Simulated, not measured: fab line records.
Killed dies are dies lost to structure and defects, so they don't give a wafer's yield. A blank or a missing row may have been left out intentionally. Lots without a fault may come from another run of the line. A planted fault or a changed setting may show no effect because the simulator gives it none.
fab line records ; flow sky130
record lots=6; wafers=18; last_day=49
route steps=708 shown VIA3@577 PAD_OPEN@708
lots untouched by any fault: they come from a run of this same line in which no faults occurred
start_h: hours from the record's first day to the start of the lot's first wafer shown ; wait_h: time in hours since the lot's previous step ; " same as the row above ; L1.1+2: a single row standing in for several wafers ; - no value, or no start was given ; * or withheld: withheld ; < > ~ a bound
route shown NAME@n: NAME is a module with steps in the file, n the number in the route of the first one ; usual: mean/standard deviation taken from wafers without a fault ; same: alike in all rows ; chamber/n: place in a boat ; sites: the reading at each site ; _std_site: standard deviation across them ; _edge_site: outer sites' mean less inner sites' ; radius_mm: how far each site lies from the wafer's centre ; mask NAME#n: copy n ; behind: tool/chamber where the wafer was last shaped ; hold: why the lot was held/for how many hours/how that ended ; device: transistor that didn't switch, given as n, p or np ; end of line: tests run on the same wafers once the route is complete ; for a step that has no rows: nothing shown but its recipe ; killed: not the wafer's yield, but the dies lost to structure and defects at the first sort ; map: a wafer's dies, x killed, . not, _ none there
set.NAME: the setting that was run; set.NAME@STEP: the one run at that earlier step ; model.NAME: the simulator's own value behind a step, which no gauge read
lots at selected steps of the route; one table per step, one row per wafer
services: the hour from which a tool's chamber was out of use, counted from the record's first day as start_h (under 0 if before that day), plus the number of hours and why
## steps
# step SKY_VIA3_DEHYDRATE_04
# recipe temp_c=200; time_s=60
# step SKY_VIA3_HMDS_05
# recipe prime_time_s=60; prime_temp_c=120
# step SKY_VIA3_COAT_06
# recipe resist=BARC; temp_c=withheld; time_s=withheld; spin_rpm=3000; resist_thk_nm=60
# step SKY_VIA3_COAT_07
# recipe resist=KrF-thick; spin_rpm=3000; resist_thk_nm=450
# step SKY_VIA3_SOFTBAKE_08
# recipe temp_c=100; time_s=90; resist=KrF-thick
# step SKY_VIA3_EXPOSE_09
# recipe mask_id=VIM3; na=0.8; source_shape=annular; sigma_inner=0.55; sigma_outer=0.85; target_cd_nm=200; dose_mj=38
# step SKY_VIA3_PEB_10
# recipe peb_temp_c=withheld; peb_time_s=withheld; resist=KrF-thick
# step SKY_VIA3_DEVELOP_11
# recipe develop_time_s=60; resist=KrF-thick; dev_temp_c=21
# step SKY_VIA3_CD_MEAS_12
# recipe target_cd_nm=200
# usual cd_nm=199.8/1.3
lot.wafer;tool;chamber;start_h;wait_h;cd_nm
L254.3;cd_sem-01;-;942.81;-;199.2
L254.4;cd_sem-01;-;942.81;-;200.5
L254.6;cd_sem-01;-;942.81;-;200.5
L255.3;cd_sem-02;-;958.41;-;199.9
L255.4;cd_sem-02;-;958.41;-;199.4
L255.5;cd_sem-02;-;958.41;-;200.1
L260.2;cd_sem-01;-;983.39;-;202.2
L260.3;cd_sem-01;-;983.39;-;200.2
L260.5;cd_sem-01;-;983.39;-;201.1
L263.1;cd_sem-02;-;1012.84;-;199.0
L263.2;cd_sem-02;-;1012.84;-;200.7
L263.4;cd_sem-02;-;1012.84;-;199.1
L267.3;cd_sem-01;-;1035.81;-;200.0
L267.4;cd_sem-01;-;1035.81;-;199.9
L267.6;cd_sem-01;-;1035.81;-;200.1
L268.2;cd_sem-02;-;1038.54;-;199.9
L268.3;cd_sem-02;-;1038.54;-;199.0
L268.5;cd_sem-02;-;1038.54;-;200.3
# step SKY_VIA3_OVL_MEAS_13
# usual VIA3_OVL=3/5.2
lot.wafer;tool;chamber;start_h;wait_h;VIA3_OVL[nm]
L254.3;overlay-01;-;942.90;0.1;4
L254.4;overlay-01;-;942.90;0.1;0
L254.6;overlay-01;-;942.90;0.1;-2
L255.3;overlay-02;-;958.50;0.1;-1
L255.4;overlay-02;-;958.50;0.1;8
L255.5;overlay-02;-;958.50;0.1;4
L260.2;overlay-02;-;983.50;0.1;-1
L260.3;overlay-02;-;983.50;0.1;-2
L260.5;overlay-02;-;983.50;0.1;-4
L263.1;overlay-01;-;1012.96;0.1;6
L263.2;overlay-01;-;1012.96;0.1;2
L263.4;overlay-01;-;1012.96;0.1;-1
L267.3;overlay-02;-;1035.90;0.1;7
L267.4;overlay-02;-;1035.90;0.1;1
L267.6;overlay-02;-;1035.90;0.1;10
L268.2;overlay-01;-;1038.64;0.1;7
L268.3;overlay-01;-;1038.64;0.1;4
L268.5;overlay-01;-;1038.64;0.1;13
# step SKY_VIA3_ETCH_14
# recipe chemistry=N2/H2; target=BARC; ion_energy_ev=200; source_w=500; bias_w=100; pressure_mtorr=30; n2_flow_sccm=100; h2_flow_sccm=200; stop_on=SiO2; time_s=45.9; target_depth_a=600
# usual drypump_motor_current_A=5.7/0.5; oes_product_au=0.854/0.0049; throttle_valve_pct=13.225/0.0096
lot.wafer;tool;chamber;start_h;wait_h;drypump_motor_current_A;oes_product_au;rf_hours_counter_h;throttle_valve_pct
L254.3;rie_diel-01;3;942.92;0.0;6.6;0.851;17;13.234
L254.4;rie_diel-01;0;942.92;0.0;5.8;0.854;7;13.218
L254.6;rie_diel-01;3;942.92;0.0;6.7;0.850;-;13.220
L255.3;rie_diel-04;2;958.52;0.0;5.6;0.859;6;13.232
L255.4;rie_diel-04;3;958.52;0.0;5.6;0.862;11;13.219
L255.5;rie_diel-04;2;958.52;0.0;5.6;0.856;-;13.235
L260.2;rie_diel-01;2;983.53;0.0;5.2;0.848;13;13.226
L260.3;rie_diel-01;0;983.53;0.0;5.8;0.845;8;13.224
L260.5;rie_diel-01;0;983.53;0.0;5.8;0.856;-;13.234
L263.1;rie_diel-04;2;1013.00;0.0;5.6;0.852;8;13.231
L263.2;rie_diel-04;1;1013.00;0.0;6.2;0.854;12;13.221
L263.4;rie_diel-04;1;1013.00;0.0;6.3;0.850;-;13.217
L267.3;rie_diel-02;1;1035.92;0.0;6.4;0.850;24;13.230
L267.4;rie_diel-02;2;1035.92;0.0;5.4;0.847;14;13.229
L267.6;rie_diel-02;3;1035.92;0.0;4.9;0.856;-;13.219
L268.2;rie_diel-02;0;1038.67;0.0;5.1;0.857;12;13.235
L268.3;rie_diel-02;2;1038.67;0.0;5.4;0.860;14;13.217
L268.5;rie_diel-02;1;1038.67;0.0;6.4;0.847;-;13.226
# step SKY_VIA3_ETCH_15
# recipe target=SiO2; chemistry=C4F8/O2/Ar; target_depth_nm=507; stop_on=TiN; mask_material=KrF-thick; source_w=1500; bias_w=1200; pressure_mtorr=40; c4f8_flow_sccm=withheld; O2_flow_sccm=6; Ar_flow_sccm=300; time_s=78
# usual oes_product_au=0.945/0.0048
lot.wafer;tool;chamber;start_h;wait_h;oes_product_au;rf_hours_counter_h
L254.3;rie_diel-01;3;942.96;0.0;0.948;18
L254.4;rie_diel-01;0;942.96;0.0;0.940;7
L254.6;rie_diel-01;3;942.96;0.0;0.945;-
L255.3;rie_diel-04;2;958.56;0.0;0.945;6
L255.4;rie_diel-04;3;958.56;0.0;0.954;11
L255.5;rie_diel-04;2;958.56;0.0;0.942;-
L260.2;rie_diel-01;2;983.57;0.0;0.942;13
L260.3;rie_diel-01;0;983.57;0.0;0.944;9
L260.5;rie_diel-01;0;983.57;0.0;0.951;-
L263.1;rie_diel-04;2;1013.04;0.0;0.940;8
L263.2;rie_diel-04;1;1013.04;0.0;0.942;12
L263.4;rie_diel-04;1;1013.04;0.0;0.947;-
L267.3;rie_diel-02;1;1035.96;0.0;0.941;24
L267.4;rie_diel-02;2;1035.96;0.0;0.946;14
L267.6;rie_diel-02;3;1035.96;0.0;0.949;-
L268.2;rie_diel-02;0;1038.71;0.0;0.942;12
L268.3;rie_diel-02;2;1038.71;0.0;0.948;14
L268.5;rie_diel-02;1;1038.71;0.0;0.944;-
# step SKY_VIA3_STRIP_16
# recipe chemistry=O2/N2; power_w=1400; pressure_mtorr=1426; platen_temp_c=withheld; o2_flow_sccm=3000; n2_flow_sccm=300; overash_fraction=0.5
# usual chamber_pressure_mTorr=1425.8/1.4; drypump_motor_current_A=5.8/0.44; oes_product_au=0.402/0.005; strip_time_to_endpoint_s=4.186/0.021
lot.wafer;tool;chamber;start_h;wait_h;chamber_pressure_mTorr;drypump_motor_current_A;oes_product_au;rf_hours_counter_h;strip_time_to_endpoint_s;model.KrF-thick_of_VIA3_COAT_07.thk_nm
L254.3;plasma_asher-01;0;943.06;0.1;1426.4;5.5;0.400;-;4.213;0
L254.4;plasma_asher-01;1;943.06;0.1;1427.6;5.7;0.406;-;4.215;0
L254.6;plasma_asher-01;1;943.06;0.1;1426.7;5.7;0.404;-;4.209;0
L255.3;plasma_asher-02;0;958.66;0.1;1428.9;5.2;0.404;-;4.181;0
L255.4;plasma_asher-02;1;958.66;0.1;1426.3;5.9;0.397;-;4.179;0
L255.5;plasma_asher-02;0;958.66;0.1;1425.4;5.2;0.400;-;4.210;0
L260.2;plasma_asher-01;1;983.63;0.0;1426.4;5.8;0.405;85;4.184;0
L260.3;plasma_asher-01;1;983.63;0.0;1426.2;5.8;0.402;-;4.192;0
L260.5;plasma_asher-01;1;983.63;0.0;1428.6;5.8;0.404;-;4.195;0
L263.1;plasma_asher-03;0;1013.10;0.0;1425.3;6.7;0.404;58;4.193;0
L263.2;plasma_asher-03;1;1013.10;0.0;1424.9;5.8;0.396;58;4.176;0
L263.4;plasma_asher-03;0;1013.10;0.0;1426.6;6.7;0.397;-;4.182;0
L267.3;plasma_asher-03;0;1036.06;0.1;-;-;-;-;-;290.9
L267.4;plasma_asher-03;1;1036.06;0.1;-;-;-;-;-;290.7
L267.6;plasma_asher-03;1;1036.06;0.1;-;-;-;-;-;288.9
L268.2;plasma_asher-03;0;1038.77;0.0;-;-;-;-;-;292.9
L268.3;plasma_asher-03;0;1038.77;0.0;-;-;-;-;-;292.6
L268.5;plasma_asher-03;1;1038.77;0.0;-;-;-;-;-;293.4
# step SKY_VIA3_STRIP_17
# recipe chemistry=post_etch_residue_remover; time_s=1200; temp_c=72.5
# step SKY_PAD_OPEN_PROBE_99
# usual defect_limited_yield=82.6/1.7; killed_at_M0_to_M3=43/6.5; killed_at_M4_up=3.2/1.9; killed_at_contacts=25/5.5; killed_at_front_end=14/4.2; killed_at_other=0.2/0.44; killed_dies=85/8.5; killed_on_rim=16/3.3; killed_open=47/7; killed_short=39/6.3; sort_bin_3_pad_short=0.9/0.46; sort_bin_5_function=10.3/1.4; sort_bin_6_memory=6.2/1.2; sort_n_pass=407/8.5; sort_yield_pct=82.6/1.7
# same gross_dies=492; killed_at_back_side=0; sort_bin_4_leakage[%]=0; sort_bin_8_speed[%]=0
lot.wafer;tool;chamber;start_h;wait_h;defect_limited_yield[%];killed_at_M0_to_M3;killed_at_M4_up;killed_at_contacts;killed_at_front_end;killed_at_other;killed_dies;killed_on_rim;killed_open;killed_short;sort_bin_3_pad_short[%];sort_bin_5_function[%];sort_bin_6_memory[%];sort_n_pass;sort_yield_pct[%]
L254.3;prober-01;-;1089.29;0.2;85.8;35;1;24;10;0;70;18;38;32;1.0;7.3;5.9;422;85.8
L254.4;prober-01;-;1089.34;0.2;80.1;56;4;21;17;0;98;14;55;43;0.4;10.2;9.3;394;80.1
L254.6;prober-01;-;1089.44;0.2;83.3;37;1;30;12;2;82;17;44;38;0.6;9.3;6.7;410;83.3
L255.3;prober-02;-;1103.09;0.2;82.3;44;5;17;20;1;87;21;33;54;1.2;8.9;7.5;405;82.3
L255.4;prober-02;-;1103.14;0.2;83.9;37;2;26;13;1;79;19;45;34;0.6;10.2;5.3;413;83.9
L255.5;prober-02;-;1103.19;0.2;80.5;48;4;24;20;0;96;23;56;40;0;13.0;6.5;396;80.5
L260.2;prober-01;-;1124.59;0.1;82.9;39;2;27;16;0;84;19;50;34;1.6;11.8;3.7;408;82.9
L260.3;prober-01;-;1124.64;0.2;82.1;44;0;24;20;0;88;17;60;28;0.2;10.0;7.7;404;82.1
L260.5;prober-01;-;1124.74;0.2;85.2;34;4;24;11;0;73;17;46;27;0.6;9.1;5.1;419;85.2
L263.1;prober-02;-;1147.71;0.1;83.1;47;5;22;9;0;83;17;47;36;0.4;11.0;5.5;409;83.1
L263.2;prober-02;-;1147.76;0.1;82.7;50;1;27;7;0;85;15;51;34;1.2;10.0;6.1;407;82.7
L263.4;prober-02;-;1147.86;0.2;84.8;50;2;15;8;0;75;11;39;36;0.6;11.4;3.3;417;84.8
L267.3;prober-02;-;1166.37;0.2;0;457;0;21;14;0;492;96;42;30;0.8;93.1;6.1;0;0
L267.4;prober-02;-;1166.42;0.2;0;450;2;23;17;0;492;96;68;30;1.0;91.9;7.1;0;0
L267.6;prober-02;-;1166.52;0.2;0;442;2;27;21;0;492;96;47;41;1.0;92.5;6.5;0;0
L268.2;prober-01;-;1171.50;0.1;0;452;6;18;15;1;492;96;52;29;0.2;93.7;6.1;0;0
L268.3;prober-01;-;1171.55;0.2;0;445;4;20;22;1;492;96;50;41;1.2;92.3;6.5;0;0
L268.5;prober-01;-;1171.65;0.2;0;455;0;23;13;1;492;96;46;42;1.0;90.4;8.5;0;0
# killed by level:class
L254.3 VIA1:geometric_particle:open=11 CONTACT:geometric_particle:open=8 LOCAL_INTERCONNECT:geometric_particle:short=6 VIA3:geometric_particle:open=6 POLY_GATE:geometric_particle:short=4 CONTACT:geometric_particle:short=4 VIA1:geometric_particle:short=4 FIELD_ISO:geometric_particle:open=3
L254.4 VIA1:geometric_particle:open=20 METAL1:geometric_particle:short=8 CONTACT:geometric_particle:open=7 VIA3:geometric_particle:open=7 LI_CONTACT:geometric_particle:open=5 POLY_GATE:geometric_particle:short=5 METAL2:geometric_particle:short=5 CONTACT:geometric_particle:short=5
L254.6 CONTACT:geometric_particle:open=12 VIA1:geometric_particle:open=8 LI_CONTACT:geometric_particle:open=7 METAL2:geometric_particle:short=7 METAL1:geometric_particle:short=6 FIELD_ISO:geometric_particle:open=5 LI_CONTACT:geometric_particle:short=4 LOCAL_INTERCONNECT:geometric_particle:short=4
L255.3 VIA3:geometric_particle:open=11 POLY_GATE:geometric_particle:short=7 FIELD_ISO:geometric_particle:short=6 CONTACT:geometric_particle:open=6 VIA3:geometric_particle:short=6 VIA1:geometric_particle:open=6 METAL1:geometric_particle:short=5 METAL4:geometric_particle:short=5
L255.4 CONTACT:geometric_particle:open=12 VIA1:geometric_particle:open=9 LI_CONTACT:geometric_particle:open=7 VIA1:geometric_particle:short=6 METAL2:geometric_particle:short=5 VIA3:geometric_particle:open=5 METAL3:geometric_particle:short=4 FIELD_ISO:geometric_particle:short=3
L255.5 VIA1:geometric_particle:open=11 VIA2:geometric_particle:open=9 CONTACT:geometric_particle:open=8 LI_CONTACT:geometric_particle:open=6 FIELD_ISO:geometric_particle:open=5 POLY_GATE:geometric_particle:open=5 METAL3:geometric_particle:short=5 POLY_GATE:geometric_particle:short=4
L260.2 VIA3:geometric_particle:open=12 CONTACT:geometric_particle:open=9 CONTACT:geometric_particle:short=8 VIA1:geometric_particle:open=6 VIA2:geometric_particle:open=6 LI_CONTACT:geometric_particle:open=6 VIA3:geometric_particle:short=5 POLY_GATE:geometric_particle:short=4
L260.3 VIA1:geometric_particle:open=13 CONTACT:geometric_particle:open=12 FIELD_ISO:geometric_particle:open=9 VIA3:geometric_particle:open=7 METAL2:geometric_particle:short=6 VIA2:geometric_particle:open=6 LI_CONTACT:geometric_particle:open=4 FIELD_ISO:geometric_particle:short=3
L260.5 CONTACT:geometric_particle:open=13 VIA1:geometric_particle:open=9 LI_CONTACT:geometric_particle:open=7 POLY_GATE:geometric_particle:short=6 VIA3:geometric_particle:open=6 METAL1:geometric_particle:short=4 METAL2:geometric_particle:short=4 VIA2:geometric_particle:open=4
L263.1 VIA1:geometric_particle:open=12 VIA2:geometric_particle:open=10 CONTACT:geometric_particle:open=9 VIA1:geometric_particle:short=5 LI_CONTACT:geometric_particle:open=5 VIA3:geometric_particle:short=5 CONTACT:geometric_particle:short=4 VIA2:geometric_particle:short=4
L263.2 CONTACT:geometric_particle:open=12 VIA1:geometric_particle:open=12 VIA2:geometric_particle:open=8 LI_CONTACT:geometric_particle:open=6 METAL1:geometric_particle:short=6 CONTACT:geometric_particle:short=5 VIA2:geometric_particle:short=5 METAL1:geometric_particle:open=4
L263.4 METAL2:geometric_particle:short=12 VIA2:geometric_particle:open=7 VIA3:geometric_particle:open=7 CONTACT:geometric_particle:open=6 VIA2:geometric_particle:short=5 FIELD_ISO:geometric_particle:open=4 LOCAL_INTERCONNECT:geometric_particle:short=4 VIA1:geometric_particle:short=4
L267.3 VIA3:area_sputter=420 CONTACT:geometric_particle:open=13 METAL1:geometric_particle:short=10 VIA1:geometric_particle:open=6 POLY_GATE:geometric_particle:short=5 METAL1:geometric_particle:open=4 VIA2:geometric_particle:open=4 VIA3:geometric_particle:open=4
L267.4 VIA3:area_sputter=394 VIA3:geometric_particle:open=14 CONTACT:geometric_particle:open=12 VIA2:geometric_particle:open=12 VIA1:geometric_particle:open=10 POLY_GATE:geometric_particle:open=6 LI_CONTACT:geometric_particle:open=6 VIA1:geometric_particle:short=5
L267.6 VIA3:area_sputter=404 CONTACT:geometric_particle:open=12 FIELD_ISO:geometric_particle:open=8 VIA1:geometric_particle:short=8 VIA1:geometric_particle:open=8 LI_CONTACT:geometric_particle:open=6 POLY_GATE:geometric_particle:short=5 METAL2:geometric_particle:short=5
L268.2 VIA3:area_sputter=411 VIA1:geometric_particle:open=15 CONTACT:geometric_particle:open=13 VIA2:geometric_particle:open=6 METAL2:geometric_particle:short=5 POLY_GATE:geometric_particle:short=4 POLY_GATE:geometric_particle:open=4 VIA3:geometric_particle:open=4
L268.3 VIA3:area_sputter=401 VIA1:geometric_particle:open=11 CONTACT:geometric_particle:open=8 VIA1:geometric_particle:short=8 POLY_GATE:geometric_particle:short=7 LI_CONTACT:geometric_particle:open=6 VIA2:geometric_particle:open=6 VIA3:geometric_particle:open=6
L268.5 VIA3:area_sputter=404 CONTACT:geometric_particle:open=10 VIA1:geometric_particle:open=10 METAL2:geometric_particle:short=7 METAL1:geometric_particle:short=7 LOCAL_INTERCONNECT:geometric_particle:short=6 VIA2:geometric_particle:open=5 VIA3:geometric_particle:open=5
# map L267.3 (x killed, . not)
__________xxxxxxxxxx_________
________xxxxxxxxxxxxxx_______
______xxxxxxxxxxxxxxxxxx_____
_____xxxxxxxxxxxxxxxxxxxx____
____xxxxxxxxxxxxxxxxxxxxxx___
___xxxxxxxxxxxxxxxxxxxxxxxx__
__xxxxxxxxxxxxxxxxxxxxxxxxxx_
_xxxxxxxxxxxxxxxxxxxxxxxxxxxx
_xxxxxxxxxxxxxxxxxxxxxxxxxxxx
_xxxxxxxxxxxxxxxxxxxxxxxxxxxx
_xxxxxxxxxxxxxxxxxxxxxxxxxxxx
_xxxxxxxxxxxxxxxxxxxxxxxxxxxx
_xxxxxxxxxxxxxxxxxxxxxxxxxxxx
_xxxxxxxxxxxxxxxxxxxxxxxxxxxx
_xxxxxxxxxxxxxxxxxxxxxxxxxxxx
__xxxxxxxxxxxxxxxxxxxxxxxxxx_
___xxxxxxxxxxxxxxxxxxxxxxxx__
____xxxxxxxxxxxxxxxxxxxxxx___
_____xxxxxxxxxxxxxxxxxxxx____
______xxxxxxxxxxxxxxxxxx_____
________xxxxxxxxxxxxxx_______
__________xxxxxxxxxx_________
# map L268.2 (x killed, . not)
__________xxxxxxxxxx_________
________xxxxxxxxxxxxxx_______
______xxxxxxxxxxxxxxxxxx_____
_____xxxxxxxxxxxxxxxxxxxx____
____xxxxxxxxxxxxxxxxxxxxxx___
___xxxxxxxxxxxxxxxxxxxxxxxx__
__xxxxxxxxxxxxxxxxxxxxxxxxxx_
_xxxxxxxxxxxxxxxxxxxxxxxxxxxx
_xxxxxxxxxxxxxxxxxxxxxxxxxxxx
_xxxxxxxxxxxxxxxxxxxxxxxxxxxx
_xxxxxxxxxxxxxxxxxxxxxxxxxxxx
_xxxxxxxxxxxxxxxxxxxxxxxxxxxx
_xxxxxxxxxxxxxxxxxxxxxxxxxxxx
_xxxxxxxxxxxxxxxxxxxxxxxxxxxx
_xxxxxxxxxxxxxxxxxxxxxxxxxxxx
__xxxxxxxxxxxxxxxxxxxxxxxxxx_
___xxxxxxxxxxxxxxxxxxxxxxxx__
____xxxxxxxxxxxxxxxxxxxxxx___
_____xxxxxxxxxxxxxxxxxxxx____
______xxxxxxxxxxxxxxxxxx_____
________xxxxxxxxxxxxxx_______
__________xxxxxxxxxx_________
## services
tool;chamber;start_h;hours;kind
rie_diel-04;1;924.52;6.0;repair
rie_diel-02;2;952.27;3.4;repair
rie_diel-04;0;961.20;2.6;repair
rie_diel-01;3;973.50;21.0;repair
plasma_asher-01;-;977.57;0.7;repair
rie_diel-01;-;986.09;0.1;repair
plasma_asher-01;-;987.59;0.6;repair
rie_diel-04;3;1010.36;5.4;repair
plasma_asher-02;-;1034.80;1.3;repair
rie_diel-02;3;1038.21;2.6;repair
## key
first_sign step=SKY_VIA3_STRIP_16; reading=tool_record; direction=missing
effect step=SKY_PAD_OPEN_PROBE_99; reading=killed_at_M0_to_M3; direction=up; sigmas=63; usual=43; struck=450
model_effect step=SKY_VIA3_STRIP_16; value=KrF-thick_of_VIA3_COAT_07.thk_nm; without=0; struck=291.5
more_kills_born_at SKY_VIA3_SPUTTER_20@pvd_sputter-03=2434
met_at SKY_VIA3_STRIP_16
struck_wafers L267.3,L267.4,L267.6,L268.2,L268.3,L268.5
later_rows_left_out L267.3,L267.4,L267.6,L268.2,L268.3,L268.5
onset_between 1013.10 1036.06
fault kind=skipped_step_whole; tool=plasma_asher-03; chamber=-; onset_h=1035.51; steps=SKY_VIA3_STRIP_16; scope=struck_lots_only
# later_rows_left_out: the simulator's readings of these wafers behind a module that went badly wrong aren't trusted and aren't shown, but for the sort
